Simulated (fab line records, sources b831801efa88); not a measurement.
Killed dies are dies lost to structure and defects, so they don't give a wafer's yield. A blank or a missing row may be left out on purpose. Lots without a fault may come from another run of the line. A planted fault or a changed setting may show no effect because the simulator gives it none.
Chamber matching | flow sky130 | SKY_VIA2_ETCH_15 on rie_diel-03: 4 sister chambers
The step etches SiO2 in C4F8/O2/Ar, stops on TiN, target depth 546 nm, time 84 s. 4 wafers are shown with their chamber, then 8 later ones without.

WAFERS WITH THEIR CHAMBER
wafer  | chamber | oes_product_au (a.u.)
L683.6 | 3       | 0.941
L686.1 | 0       | 0.944
L686.6 | 2       | 0.941
L685.2 | 1       | 0.947

WAFERS WITHOUT THEIR CHAMBER
wafer  | oes_product_au (a.u.)
L685.3 | 0.936
L685.4 | 0.938
L688.1 | 0.949
L688.3 | 0.944
L688.6 | 0.942
L691.2 | 0.937
L691.3 | 0.942
L691.5 | 0.939

WHICH CHAMBER EACH WENT THROUGH
wafer  | from the rows above               | in truth
L685.3 | can't be placed: 2 or 3 or 0      | 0
L685.4 | can't be placed: 2 or 3 or 0      | 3
L688.1 | can't be placed: 1 or 0           | 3
L688.3 | can't be placed: 0 or 1 or 2 or 3 | 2
L688.6 | can't be placed: 2 or 3 or 0 or 1 | 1
L691.2 | can't be placed: 2 or 3 or 0      | 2
L691.3 | can't be placed: 2 or 3 or 0 or 1 | 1
L691.5 | can't be placed: 2 or 3 or 0      | 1
Placed correctly: 0 of 8. Can't be placed from these rows: 8 (the true chamber is among the candidates in 6). Placed wrongly: 0.
How it was worked out, from the rows above alone: a wafer's distance from a chamber is the root of the sum, over the readings, of the square of ((its reading less the chamber's mean) divided by the reading's scatter). The wafer belongs to the nearest chamber; if the next one is less than 2 further off, it can't be placed. A chamber's mean is the mean of its shown wafers. The scatter: with one shown wafer a chamber, the root of the mean of the squares of how far each hidden wafer lies from its nearest shown one.
